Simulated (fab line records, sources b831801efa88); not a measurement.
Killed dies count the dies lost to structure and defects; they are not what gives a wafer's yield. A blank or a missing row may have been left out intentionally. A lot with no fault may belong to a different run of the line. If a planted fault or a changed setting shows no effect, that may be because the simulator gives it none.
Chamber matching | flow gf180mcu | cmp-01 running GF_STI_CMP_25: 4 sister chambers
The step polishes, stops on Si3N4, t overpolish 33 s, target thk 524.6 nm. 16 wafers are shown with their chamber, then 8 later ones without.

WAFERS PAIRED WITH THEIR CHAMBERS
wafer  | chamber | motor current A (A) | time to endpoint s (s) | edge zone pressure frac
L887.1 | 2       | 10.8                | 122                    | 1.006
L887.2 | 3       | 11.3                | 124                    | 1.000
L887.4 | 1       | 11.1                | 125                    | 0.994
L888.1 | 1       | 10.3                | 127                    | 0.992
L888.4 | 2       | 11.5                | 124                    | 0.998
L888.6 | 1       | 11.0                | 126                    | 0.996
L899.1 | 3       | 10.4                | 122                    | 1.003
L899.4 | 0       | 13.0                | 117                    | 1.004
L899.5 | 1       | 10.4                | 120                    | 0.999
L900.4 | 2       | 10.6                | 121                    | 1.000
L900.5 | 3       | 11.3                | 123                    | 1.004
L900.6 | 2       | 11.3                | 120                    | 0.999
L901.1 | 1       | 11.1                | 121                    | 0.998
L901.3 | 2       | 11.4                | 122                    | 1.000
L901.4 | 3       | 11.1                | 119                    | 1.001
L906.1 | 1       | 11.1                | 119                    | 1.001

SIGNATURES, as means of the wafers listed above
reading                 | chamber 0 | chamber 1 | chamber 2 | chamber 3 | scatter within a chamber
motor current A         | 13.000    | 10.833    | 11.120    | 11.025    | 0.397
time to endpoint s      | 117.00    | 123.00    | 121.80    | 122.00    | 2.59
edge zone pressure frac | 1.00400   | 0.99667   | 1.00060   | 1.00200   | 0.00295
Rule: a wafer's distance from a chamber is the root of the sum, over the readings, of the square of ((its reading less the chamber's mean) divided by the reading's scatter). If the next closest chamber is less than 2 further off than the closest, the wafer can't be placed; otherwise it belongs to the closest. The scatter: take each reading less its chamber's mean, square it, sum over the shown wafers, divide by the number of wafers less the number of chambers, and take the root.

WAFERS MISSING THEIR CHAMBER
wafer  | motor current A (A) | time to endpoint s (s) | edge zone pressure frac
L906.2 | 12.1                | 114                    | 1.002
L906.4 | 11.6                | 127                    | 1.003
L907.1 | 12.8                | 118                    | 1.001
L907.4 | 11.0                | 122                    | 0.994
L907.5 | 11.3                | 122                    | 1.001
L910.1 | 11.6                | 120                    | 0.996
L910.3 | 10.8                | 121                    | 0.994
L910.4 | 11.2                | 119                    | 1.002

WHICH CHAMBER EACH ONE RAN IN
wafer  | from the rows above          | in truth
L906.2 | can't be placed: 0 or 2 or 3 | 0
L906.4 | can't be placed: 3 or 2 or 1 | 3
L907.1 | 0                            | 0
L907.4 | can't be placed: 1 or 2 or 3 | 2
L907.5 | can't be placed: 2 or 3 or 1 | 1
L910.1 | can't be placed: 2 or 1 or 3 | 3
L910.3 | can't be placed: 1 or 2 or 3 | 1
L910.4 | can't be placed: 2 or 3 or 1 | 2
Correct placement for 1 of the 8. From these rows, 7 cannot be placed; in 7 the true chamber is one of the candidates. Number placed wrongly: 0.
